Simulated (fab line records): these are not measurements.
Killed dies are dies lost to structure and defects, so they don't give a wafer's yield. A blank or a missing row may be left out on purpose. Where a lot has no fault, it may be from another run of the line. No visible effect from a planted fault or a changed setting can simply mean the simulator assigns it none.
2 desks looking at one fault	flow sky130	numbers are kept per desk, each desk with only its own; the story behind them comes last

## METROLOGY DESK
Means of the sampled wafers that have a number, per lot and without regard to the tool the lot ran on: this is what the gauges read. Marked OUT: a lot whose mean sits more than 4 standard deviations from the usual mean, which makes it out of limits; the brackets give that distance.
Columns: A = FIELD_ISO_OXIDATION_01_THK at SKY_FIELD_ISO_THK_MEAS_23, usual 9.87 nm; B = PWDE_TW at SKY_PWDE_TW_MEAS_10, usual 373; C = SONOS_ONO_OXIDATION_THK at SKY_SONOS_ONO_THK_MEAS_01, usual 2.61 nm
lot	first seen here	A	B	C
L278	day 2 10:13	9.75	377	2.67
L281	day 3 00:06	9.72	372	2.61
L282	day 3 04:19	9.47	378	2.67
L283	day 3 21:05	9.99	370	2.56
L286	day 4 02:55	10.23	370	2.58
L287	day 4 08:17	9.68	376	2.51
L294	day 5 19:45	10.14	376	2.60
L295	day 5 22:26	9.75	377	2.58
L298	day 6 16:57	9.71	375	2.69
L299	day 6 20:43	9.98	377	2.66
L300	day 7 00:58	9.87	374	2.66
L301	day 7 06:40	10.03	371	2.64
Finding of this desk: none of the 12 lots has anything out of limits.

## DESK OF THE TOOL OWNER: rie_diel-04
The tool's own readings at SKY_POLY_CUT_ETCH_10 (etches BARC in N2/H2, stops on SiO2, time 45.9 s, target depth 60 nm): means of the sampled wafers that have a number, for each lot that ran on this tool. Marked OUT: a lot whose mean sits more than 4 standard deviations from the usual mean, which makes it out of limits; the brackets give that distance.
Columns: A = chamber_pressure_mTorr at SKY_POLY_CUT_ETCH_10, usual 30.001 mTorr; B = drypump_motor_current_A at SKY_POLY_CUT_ETCH_10, usual 5.9 A; C = oes_product_au at SKY_POLY_CUT_ETCH_10, usual 0.855 a.u.; D = run_length_s at SKY_POLY_CUT_ETCH_10, usual 74.2 s; E = throttle_valve_pct at SKY_POLY_CUT_ETCH_10, usual 13.226 %
lot	first seen here	A	B	C	D	E
L281	day 25 18:18	30.012	5.9	0.855	74.5	13.225
L282	day 26 07:17	29.980	6.4	0.853	74.0	13.227
L283	day 27 03:38	30.027	5.8	0.906 (+12) OUT	70.1 (-7.4) OUT	13.221
L286	day 27 06:15	29.960	5.8	0.926 (+16) OUT	68.2 (-11) OUT	13.227
L287	day 27 11:47	30.006	5.8	0.929 (+17) OUT	67.9 (-11) OUT	13.235
L298	day 31 02:59	30.003	5.7	0.858	73.8	13.226
L301	day 31 21:38	29.988	6.0	0.851	73.8	13.230
This desk's finding: out of limits on L283, L286, L287; first on L283, day 27 03:38 (oes_product_au at SKY_POLY_CUT_ETCH_10). L281, L282, L298, L301 stayed within limits.

## TAKEN TOGETHER
An alarm could have come from the tool owner's desk at day 27 03:38, on L283, L286, L287.
The metrology desk saw nothing out of limits.
The metrology desk holds a record of L283, L286, L287, inside its limits.
On rie_diel-04, each named lot ran SKY_POLY_CUT_ETCH_10.

## WHAT THE SIMULATOR HAD INSERTED
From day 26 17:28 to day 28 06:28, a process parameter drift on rie_diel-04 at SKY_POLY_CUT_ETCH_10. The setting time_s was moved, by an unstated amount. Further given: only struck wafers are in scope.
Struck lots among those shown: L283, L286, L287.
Delay in hours, fault start to first out-of-limits reading, by desk: the tool owner's desk at 10.
